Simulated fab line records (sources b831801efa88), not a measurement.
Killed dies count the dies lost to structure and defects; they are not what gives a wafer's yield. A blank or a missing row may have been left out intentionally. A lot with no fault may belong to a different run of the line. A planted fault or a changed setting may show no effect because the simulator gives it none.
Matching of chambers :: flow sky130 :: 4 sister chambers for SKY_CONTACT_CMP_27 on cmp-01
The step polishes, stops on SiO2, t overpolish 15 s, target thk 0 nm. 4 wafers are shown with their chamber, then 7 later ones without.

## EACH WAFER AND ITS CHAMBER
wafer: L556.6
chamber: 3
motorCurrentA (A): 11.5

wafer: L558.2
chamber: 2
motorCurrentA (A): 16.2

wafer: L560.1
chamber: 0
motorCurrentA (A): 9.4

wafer: L560.4
chamber: 1
motorCurrentA (A): 9.6

## WAFERS WHOSE CHAMBER IS MISSING
wafer: L560.5
motorCurrentA (A): 10.9

wafer: L561.3
motorCurrentA (A): 15.5

wafer: L561.5
motorCurrentA (A): 10.1

wafer: L561.6
motorCurrentA (A): 9.8

wafer: L568.6
motorCurrentA (A): 11.5

wafer: L567.6
motorCurrentA (A): 9.9

wafer: L569.6
motorCurrentA (A): 11.1

## WHICH CHAMBER EACH ONE RAN IN
wafer: L560.5
from the rows above: can't be placed: 3 or 1
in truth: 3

wafer: L561.3
from the rows above: 2
in truth: 2

wafer: L561.5
from the rows above: can't be placed: 1 or 0
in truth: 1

wafer: L561.6
from the rows above: can't be placed: 1 or 0
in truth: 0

wafer: L568.6
from the rows above: 3
in truth: 3

wafer: L567.6
from the rows above: can't be placed: 1 or 0
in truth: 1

wafer: L569.6
from the rows above: 3
in truth: 3
3 of 7 placed correctly. Not placeable from these rows: 4 (in 4, the candidates include the true chamber). Placed wrongly: 0.
How it was worked out, from the rows above alone: a wafer's distance from a chamber is the root of the sum, over the readings, of the square of ((its reading less the chamber's mean) divided by the reading's scatter). The wafer belongs to the nearest chamber; if the next one is less than 2 further off, it can't be placed. Each chamber's mean is taken over the wafers shown for it. The scatter: with one shown wafer a chamber, the root of the mean of the squares of how far each hidden wafer lies from its nearest shown one.
